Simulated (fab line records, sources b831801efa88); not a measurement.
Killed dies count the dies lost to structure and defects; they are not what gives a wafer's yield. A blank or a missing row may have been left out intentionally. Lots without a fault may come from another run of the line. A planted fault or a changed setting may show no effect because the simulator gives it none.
Matching of chambers | flow gf180mcu | GF_V1_CMP_04 on cmp-02: 4 sister chambers
The step polishes SiO2. 14 wafers are shown with their chamber, then 6 later ones without.

## EACH WAFER AND ITS CHAMBER
wafer  | chamber | motor-current-A (A) | time-to-endpoint-s (s) | platen-rpm (rpm)
L977.1 | 2       | 10.7                | 78                     | 59.99
L977.4 | 0       | 11.8                | 87                     | 60.02
L977.5 | 1       | 13.9                | 84                     | 60.02
L976.2 | 0       | 12.1                | 90                     | 59.98
L976.4 | 1       | 12.8                | 84                     | 60.00
L976.6 | 3       | 13.5                | 81                     | 59.96
L978.3 | 2       | 11.0                | 67                     | 60.02
L978.4 | 3       | 13.8                | 73                     | 59.98
L978.6 | 2       | 10.8                | 80                     | 60.01
L980.2 | 3       | 13.5                | 68                     | 59.95
L980.4 | 0       | 11.7                | 88                     | 60.01
L980.6 | 1       | 13.3                | 79                     | 60.04
L986.2 | 2       | 10.3                | 71                     | 59.92
L986.4 | 3       | 13.5                | 82                     | 60.01

SIGNATURES (averages over the wafers above)
reading            | chamber 0 | chamber 1 | chamber 2 | chamber 3 | scatter within a chamber
motor-current-A    | 11.867    | 13.333    | 10.700    | 13.575    | 0.32
time-to-endpoint-s | 88.33     | 82.33     | 74.00     | 76.00     | 5.15
platen-rpm         | 60.0033   | 60.0200   | 59.9850   | 59.9750   | 0.0314
Rule: for a wafer and a chamber, the distance is found by dividing, reading by reading, the gap between the wafer's reading and the chamber's mean by the reading's scatter, squaring, summing and taking the root. If the next closest chamber is less than 2 further off than the closest, the wafer can't be placed; otherwise it belongs to the closest. How the scatter is found: for the shown wafers, subtract from each reading the mean of its chamber, square and add these, divide the total by (wafers less chambers), then take the root.

## WAFERS MISSING THEIR CHAMBER
wafer  | motor-current-A (A) | time-to-endpoint-s (s) | platen-rpm (rpm)
L995.1 | 13.7                | 74                     | 59.97
L995.2 | 14.0                | 86                     | 60.03
L995.4 | 12.3                | 88                     | 59.94
L996.1 | 11.6                | 84                     | 60.00
L996.2 | 11.0                | 72                     | 60.01
L996.6 | 10.4                | 85                     | 59.97

## CHAMBER TAKEN BY EACH
wafer  | from the rows above     | in truth
L995.1 | can't be placed: 3 or 1 | 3
L995.2 | can't be placed: 1 or 3 | 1
L995.4 | can't be placed: 0 or 1 | 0
L996.1 | 0                       | 0
L996.2 | 2                       | 2
L996.6 | 2                       | 2
Correct placement for 3 of the 6. Cannot be placed on the basis of these rows: 3; the candidates contain the true chamber in 3. Wrongly placed: 0.
